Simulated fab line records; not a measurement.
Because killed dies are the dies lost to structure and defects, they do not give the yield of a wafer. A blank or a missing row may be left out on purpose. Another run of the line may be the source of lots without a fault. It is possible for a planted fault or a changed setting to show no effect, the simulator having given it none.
fab line records -- flow sky130
[record] lots = 12, wafers = 36, last-day = 50
route steps=708 shown FIELD_ISO@15 NWELL@63 POLY_GATE@228
lots that met no fault: taken from a fault-free run of the same line
start-h: hours from the record's first day to the start of the lot's first wafer shown -- wait-h: hours from the lot's prior step to this one -- " identical to the entry in the row above -- L1.1+2: one row covering several wafers at once -- - no value, or no start given -- * or withheld: withheld -- < > ~ a bound
route shown NAME@n: a module of which the file shows steps, and the number in the route of the first -- usual: mean and standard deviation over wafers with no fault -- same: alike in all rows -- chamber/n: place in a boat -- sites: per-site readings -- _std_site: the standard deviation of these -- _edge_site: mean of outer sites minus mean of inner sites -- radius-mm: how far each site lies from the wafer's centre -- mask NAME#n: copy n -- behind: the last tool/chamber to shape the wafer -- hold: why the lot went on hold/how many hours it stayed there/how the hold came to an end -- device: which transistor (n, p or np) failed to switch -- end of line: the route-end tests of the same wafers -- where a step has no rows: the recipe by itself -- killed: the dies lost at the first sort to structure and to defects; this is not the yield of the wafer -- map: a wafer's dies, x killed, . not, _ none there
set.NAME: setting as actually run; set.NAME@STEP: the setting as run at that earlier step -- model.NAME: the simulator's own value behind a step, which no gauge read
one table for each step of the route and one row for each wafer, over a sample of lots
services: the hour from which a tool's chamber was out of use, counted from the record's first day as start-h (under 0 if before that day), plus the number of hours and why
[[steps]]
[step SKY_FIELD_ISO_ETCH_14]
[recipe] chemistry = N2/H2, target = BARC, ion-energy-ev = 200, source-w = 500, bias-w = 100, pressure-mtorr = 30, n2-flow-sccm = 100, h2-flow-sccm = 200, stop-on = SiO2, time-s = 45.9, target-depth-a = 600
[usual] drypump-motor-current-A = 5.7/0.34, oes-product-au = 0.854/0.0047, throttle-valve-pct = 13.226/0.0098
lot.wafer,tool,chamber,start-h,wait-h,drypump-motor-current-A,oes-product-au,rf-hours-counter-h,throttle-valve-pct
L414.1,rie-diel-04,2,35.26,0.1,6.0,0.857,58,13.240
L414.4,rie-diel-04,0,35.26,0.1,5.6,0.848,-,13.220
L414.5,rie-diel-04,2,35.26,0.1,6.0,0.852,-,13.233
L415.1,rie-diel-01,2,39.33,0.1,5.9,0.848,120,13.219
L415.2,rie-diel-01,0,39.33,0.1,5.6,0.853,22,13.205
L415.4,rie-diel-01,1,39.33,0.1,5.4,0.851,32,13.226
L417.1,rie-diel-03,3,49.95,0.1,5.1,0.855,96,13.227
L417.3,rie-diel-03,2,49.95,0.1,6.3,0.849,126,13.228
L417.6,rie-diel-03,0,49.95,0.1,5.6,0.847,-,13.232
L418.1,rie-diel-04,3,55.90,0.1,5.8,0.855,59,13.228
L418.4,rie-diel-04,1,55.90,0.1,5.8,0.850,0,13.216
L418.6,rie-diel-04,2,55.90,0.1,6.0,0.851,-,13.223
L419.1,rie-diel-03,0,62.30,0.1,5.6,0.861,168,13.228
L419.2,rie-diel-03,3,62.30,0.1,5.1,0.858,97,13.226
L419.6,rie-diel-03,0,62.30,0.1,5.6,0.856,-,13.221
L420.1,rie-diel-04,3,65.23,0.1,5.8,0.855,60,13.218
L420.4,rie-diel-04,0,65.23,0.1,5.6,0.848,61,13.217
L420.5,rie-diel-04,3,65.23,0.1,5.8,0.849,-,13.233
L422.1,rie-diel-01,1,74.90,0.1,5.4,0.850,33,13.224
L422.2,rie-diel-01,2,74.90,0.1,5.9,0.861,120,13.219
L422.5,rie-diel-01,0,74.90,0.1,5.6,0.860,-,13.236
L423.2,rie-diel-01,2,79.90,0.1,5.9,0.857,120,13.242
L423.4,rie-diel-01,0,79.90,0.1,5.6,0.854,22,13.221
L423.6,rie-diel-01,0,79.90,0.1,5.6,0.852,-,13.230
L429.2,rie-diel-01,3,112.41,0.1,5.9,0.851,7,13.216
L429.3,rie-diel-01,1,112.41,0.1,5.4,0.850,34,13.223
L429.5,rie-diel-01,1,112.41,0.1,5.4,0.850,-,13.213
L432.2,rie-diel-03,0,127.68,0.1,5.5,0.851,1,13.212
L432.3,rie-diel-03,3,127.68,0.1,5.1,0.852,99,13.220
L432.5,rie-diel-03,0,127.68,0.1,5.6,0.849,-,13.231
L434.2,rie-diel-03,1,138.50,0.1,5.2,0.856,123,13.210
L434.4,rie-diel-03,0,138.50,0.1,5.6,0.859,1,13.242
L434.5,rie-diel-03,0,138.50,0.1,5.6,0.842,-,13.212
L436.1,rie-diel-01,2,148.43,0.1,5.9,0.844,122,13.236
L436.4,rie-diel-01,1,148.43,0.1,5.4,0.856,35,13.230
L436.5,rie-diel-01,2,148.43,0.1,5.9,0.857,-,13.222
[step SKY_NWELL_OVL_MEAS_10]
[usual] NWELL_00_OVL = -1.5/1.3
lot.wafer,tool,chamber,start-h,wait-h,NWELL_00_OVL[nm]
L414.1,overlay-01,-,94.15,-,-0.3
L414.4,overlay-01,-,94.15,-,-4.2
L414.5,overlay-01,-,94.15,-,-1.9
L415.1,overlay-02,-,97.09,-,-1.5
L415.2,overlay-02,-,97.09,-,-0.2
L415.4,overlay-02,-,97.09,-,-2.8
L417.1,overlay-02,-,107.15,-,-4.6
L417.3,overlay-02,-,107.15,-,-2.0
L417.6,overlay-02,-,107.15,-,-1.8
L418.1,overlay-02,-,114.11,-,-2.8
L418.4,overlay-02,-,114.11,-,-2.0
L418.6,overlay-02,-,114.11,-,-3.2
L419.1,overlay-01,-,121.26,-,-2.2
L419.2,overlay-01,-,121.26,-,-0.8
L419.6,overlay-01,-,121.26,-,-1.4
L420.1,overlay-01,-,125.75,-,-1.0
L420.4,overlay-01,-,125.75,-,1.2
L420.5,overlay-01,-,125.75,-,-2.4
L422.1,overlay-02,-,139.24,-,-0.6
L422.2,overlay-02,-,139.24,-,0.2
L422.5,overlay-02,-,139.24,-,-2.4
L423.2,overlay-01,-,145.06,-,-2.1
L423.4,overlay-01,-,145.06,-,-2.5
L423.6,overlay-01,-,145.06,-,0.0
L429.2,overlay-02,-,180.61,-,0.8
L429.3,overlay-02,-,180.61,-,-0.4
L429.5,overlay-02,-,180.61,-,0.5
L432.2,overlay-01,-,199.81,-,-2.8
L432.3,overlay-01,-,199.81,-,-2.4
L432.5,overlay-01,-,199.81,-,-1.9
L434.2,overlay-02,-,209.71,-,-1.1
L434.4,overlay-02,-,209.71,-,-2.1
L434.5,overlay-02,-,209.71,-,-1.6
L436.1,overlay-01,-,218.84,-,-0.4
L436.4,overlay-01,-,218.84,-,-3.5
L436.5,overlay-01,-,218.84,-,-1.3
[step SKY_NWELL_IMPLANT_11]
[recipe] species = P, energy-kev = 400, dose-cm2 = 1.9e+13, tilt-deg = withheld
[usual] beam-on-s = 9.99/0.18, faraday-current-uA = 107.2/1.9
lot.wafer,tool,chamber,start-h,wait-h,beam-on-s,faraday-current-uA
L414.1,implanter-02,0,94.19,0.0,10.23,104.9
L414.4,implanter-02,0,94.19,0.0,10.10,106.4
L414.5,implanter-02,0,94.19,0.0,10.09,106.4
L415.1,implanter-02,0,97.12,0.0,9.78,109.2
L415.2,implanter-02,0,97.12,0.0,10.11,106.3
L415.4,implanter-02,0,97.12,0.0,10.25,105.4
L417.1,implanter-01,0,107.19,0.0,9.61,111.8
L417.3,implanter-01,0,107.19,0.0,10.28,104.2
L417.6,implanter-01,0,107.19,0.0,9.88,108.3
L418.1,implanter-04,0,114.14,0.0,9.86,108.4
L418.4,implanter-04,0,114.14,0.0,10.00,107.1
L418.6,implanter-04,0,114.14,0.0,9.81,109.5
L419.1,implanter-04,0,121.29,0.0,10.14,106.3
L419.2,implanter-04,0,121.29,0.0,10.15,105.9
L419.6,implanter-04,0,121.29,0.0,9.93,107.4
L420.1,implanter-01,0,125.79,0.0,10.23,104.6
L420.4,implanter-01,0,125.79,0.0,10.06,106.9
L420.5,implanter-01,0,125.79,0.0,9.62,111.0
L422.1,implanter-04,0,139.27,0.0,7.74,138.4
L422.2,implanter-04,0,139.27,0.0,7.82,137.0
L422.5,implanter-04,0,139.27,0.0,7.44,144.2
L423.2,implanter-04,0,145.12,0.0,7.80,137.2
L423.4,implanter-04,0,145.12,0.0,7.90,136.6
L423.6,implanter-04,0,145.12,0.0,7.64,140.0
L429.2,implanter-01,0,180.67,0.0,9.64,111.1
L429.3,implanter-01,0,180.67,0.0,9.99,107.3
L429.5,implanter-01,0,180.67,0.0,10.13,105.9
L432.2,implanter-02,0,199.86,0.0,9.96,107.7
L432.3,implanter-02,0,199.86,0.0,10.18,105.2
L432.5,implanter-02,0,199.86,0.0,9.58,111.8
L434.2,implanter-02,0,209.76,0.0,9.85,108.4
L434.4,implanter-02,0,209.76,0.0,9.61,111.2
L434.5,implanter-02,0,209.76,0.0,9.96,107.6
L436.1,implanter-04,0,218.87,0.0,10.04,107.3
L436.4,implanter-04,0,218.87,0.0,9.90,108.2
L436.5,implanter-04,0,218.87,0.0,10.08,106.6
[step SKY_NWELL_TW_MEAS_15]
[usual] NWELL_TW = 1813/12
lot.wafer,tool,chamber,start-h,wait-h,NWELL_TW
L414.1,film-metro-04,-,94.74,0.1,1812
L414.4,film-metro-04,-,94.74,0.1,1815
L414.5,film-metro-04,-,94.74,0.1,1817
L415.1,film-metro-03,-,97.67,0.1,1814
L415.2,film-metro-03,-,97.67,0.1,1816
L415.4,film-metro-03,-,97.67,0.1,1808
L417.1,film-metro-01,-,107.74,0.1,1818
L417.3,film-metro-01,-,107.74,0.1,1823
L417.6,film-metro-01,-,107.74,0.1,1819
L418.1,film-metro-01,-,114.69,0.1,1825
L418.4,film-metro-01,-,114.69,0.1,1827
L418.6,film-metro-01,-,114.69,0.1,1821
L419.1,film-metro-01,-,121.84,0.1,1825
L419.2,film-metro-01,-,121.84,0.1,1826
L419.6,film-metro-01,-,121.84,0.1,1823
L420.1,film-metro-04,-,126.34,0.1,1825
L420.4,film-metro-04,-,126.34,0.1,1821
L420.5,film-metro-04,-,126.34,0.1,1826
L422.1,film-metro-04,-,139.82,0.1,1678
L422.2,film-metro-04,-,139.82,0.1,1671
L422.5,film-metro-04,-,139.82,0.1,1689
L423.2,film-metro-03,-,145.65,0.1,1670
L423.4,film-metro-03,-,145.65,0.1,1668
L423.6,film-metro-03,-,145.65,0.1,1680
L429.2,film-metro-03,-,181.20,0.1,1807
L429.3,film-metro-03,-,181.20,0.1,1808
L429.5,film-metro-03,-,181.20,0.1,1806
L432.2,film-metro-01,-,200.40,0.1,1825
L432.3,film-metro-01,-,200.40,0.1,1820
L432.5,film-metro-01,-,200.40,0.1,1823
L434.2,film-metro-03,-,210.30,0.1,1829
L434.4,film-metro-03,-,210.30,0.1,1819
L434.5,film-metro-03,-,210.30,0.1,1821
L436.1,film-metro-03,-,219.42,0.1,1802
L436.4,film-metro-03,-,219.42,0.1,1818
L436.5,film-metro-03,-,219.42,0.1,1811
[step SKY_NWELL_RS_MEAS_29]
[recipe] thk-meas-gauge = four-point-probe
[usual] NWELL_RS = 624.6/1.7
lot.wafer,tool,chamber,start-h,wait-h,NWELL_RS[ohm/sq]
L414.1,film-metro-04,-,113.35,0.1,622.8
L414.4,film-metro-04,-,113.35,0.1,623.5
L414.5,film-metro-04,-,113.35,0.1,620.7
L415.1,film-metro-03,-,115.55,0.1,623.9
L415.2,film-metro-03,-,115.55,0.1,624.6
L415.4,film-metro-03,-,115.55,0.1,622.8
L417.1,film-metro-03,-,125.90,0.1,622.8
L417.3,film-metro-03,-,125.90,0.1,624.3
L417.6,film-metro-03,-,125.90,0.1,624.6
L418.1,film-metro-01,-,133.26,0.1,622.6
L418.4,film-metro-01,-,133.26,0.1,622.5
L418.6,film-metro-01,-,133.26,0.1,622.5
L419.1,film-metro-04,-,140.95,0.1,623.6
L419.2,film-metro-04,-,140.95,0.1,621.7
L419.6,film-metro-04,-,140.95,0.1,624.0
L420.1,film-metro-04,-,144.98,0.1,623.6
L420.4,film-metro-04,-,144.98,0.1,625.4
L420.5,film-metro-04,-,144.98,0.1,625.4
L422.1,film-metro-01,-,159.25,0.1,722.1
L422.2,film-metro-01,-,159.25,0.1,720.7
L422.5,film-metro-01,-,159.25,0.1,718.8
L423.2,film-metro-01,-,166.42,0.1,722.9
L423.4,film-metro-01,-,166.42,0.1,719.2
L423.6,film-metro-01,-,166.42,0.1,718.7
L429.2,film-metro-01,-,203.42,0.1,626.4
L429.3,film-metro-01,-,203.42,0.1,624.5
L429.5,film-metro-01,-,203.42,0.1,625.2
L432.2,film-metro-01,-,222.62,0.1,625.2
L432.3,film-metro-01,-,222.62,0.1,626.3
L432.5,film-metro-01,-,222.62,0.1,624.4
L434.2,film-metro-01,-,233.25,0.1,622.6
L434.4,film-metro-01,-,233.25,0.1,622.0
L434.5,film-metro-01,-,233.25,0.1,623.2
L436.1,film-metro-01,-,242.70,0.1,626.0
L436.4,film-metro-01,-,242.70,0.1,626.5
L436.5,film-metro-01,-,242.70,0.1,625.2
[step SKY_POLY_GATE_OVL_MEAS_14]
[usual] POLY_GATE_OVL = -3/5.8
lot.wafer,tool,chamber,start-h,wait-h,POLY_GATE_OVL[nm]
L414.1,overlay-01,-,380.50,0.1,-3
L414.4,overlay-01,-,380.50,0.1,-5
L414.5,overlay-01,-,380.50,0.1,3
L415.1,overlay-02,-,388.17,0.1,-2
L415.2,overlay-02,-,388.17,0.1,-3
L415.4,overlay-02,-,388.17,0.1,-3
L417.1,overlay-02,-,403.33,0.1,-9
L417.3,overlay-02,-,403.33,0.1,-9
L417.6,overlay-02,-,403.33,0.1,2
L418.1,overlay-02,-,417.33,0.1,9
L418.4,overlay-02,-,417.33,0.1,8
L418.6,overlay-02,-,417.33,0.1,6
L419.1,overlay-02,-,424.92,0.1,0
L419.2,overlay-02,-,424.92,0.1,-4
L419.6,overlay-02,-,424.92,0.1,-13
L420.1,overlay-01,-,434.83,0.1,-4
L420.4,overlay-01,-,434.83,0.1,-3
L420.5,overlay-01,-,434.83,0.1,4
L422.1,overlay-01,-,450.60,0.1,-2
L422.2,overlay-01,-,450.60,0.1,-8
L422.5,overlay-01,-,450.60,0.1,-4
L423.2,overlay-01,-,466.73,0.1,-5
L423.4,overlay-01,-,466.73,0.1,8
L423.6,overlay-01,-,466.73,0.1,0
L429.2,overlay-02,-,521.68,0.1,-7
L429.3,overlay-02,-,521.68,0.1,-5
L429.5,overlay-02,-,521.68,0.1,-9
L432.2,overlay-01,-,545.42,0.1,-3
L432.3,overlay-01,-,545.42,0.1,6
L432.5,overlay-01,-,545.42,0.1,4
L436.1,overlay-01,-,572.73,0.1,-3
L436.4,overlay-01,-,572.73,0.1,1
L436.5,overlay-01,-,572.73,0.1,-1
L434.2,overlay-02,-,573.55,0.1,-3
L434.4,overlay-02,-,573.55,0.1,-2
L434.5,overlay-02,-,573.55,0.1,-2
[[services]]
tool,chamber,start-h,hours,kind
implanter-04,-,18.43,84.7,repair
implanter-01,-,31.56,3.2,pm
rie-diel-04,1,31.66,-,clean
rie-diel-04,1,31.66,17.2,scheduled-down
rie-diel-04,1,31.66,17.2,vent-cycle
implanter-02,-,31.94,0.9,repair
implanter-02,-,68.87,3.7,repair
rie-diel-03,0,80.88,-,clean
rie-diel-03,0,80.88,21.5,scheduled-down
rie-diel-03,0,80.88,21.5,vent-cycle
rie-diel-01,2,83.76,2.2,repair
rie-diel-04,-,92.48,14.6,pm
rie-diel-01,0,94.65,4.2,repair
implanter-04,-,103.13,4.9,pm
rie-diel-03,1,113.05,15.0,repair
rie-diel-04,-,121.83,32.0,repair
implanter-01,-,133.50,16.3,pm
implanter-04,-,152.97,2.3,repair
rie-diel-01,0,154.18,5.1,repair
implanter-04,-,155.06,1.6,repair
rie-diel-03,-,155.18,2.8,pm
rie-diel-03,0,168.44,15.0,repair
implanter-01,-,173.06,1.4,repair
rie-diel-04,2,198.56,4.5,repair
[[key]]
[first-sign] step = SKY_NWELL_IMPLANT_11, reading = faraday-current-uA, direction = up, sigmas = 17, usual = 107.2, struck = 138.9
[effect] step = SKY_NWELL_IMPLANT_11, reading = beam-on-s, direction = down, sigmas = 13, usual = 9.99, struck = 7.72
[effect] step = SKY_NWELL_TW_MEAS_15, reading = NWELL_TW, direction = down, sigmas = 12, usual = 1813, struck = 1676
[effect] step = SKY_NWELL_RS_MEAS_29, reading = NWELL_RS, direction = up, sigmas = 55, usual = 624.6, struck = 720.4
met-at SKY_NWELL_IMPLANT_11
struck-lots L422,L423
tester-left-out L422,L423
not-acting-at SKY_FIELD_ISO_ETCH_14,SKY_NWELL_OVL_MEAS_10,SKY_POLY_GATE_OVL_MEAS_14
onset-between 121.29 139.27
[fault] kind = process-parameter-drift, tool = implanter-04, chamber = -, onset-h = 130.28, steps = SKY_NWELL_IMPLANT_11, channel = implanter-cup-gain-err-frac, offset = 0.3, shape = step, end-h = 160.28
// tester-left-out: of these lots the tester's yield and bins aren't shown, on N5 and GAA mostly nor the transistor test; their killed dies are dies lost to structure and defects alone, not to doping, threshold or leakage, so they don't give the yield
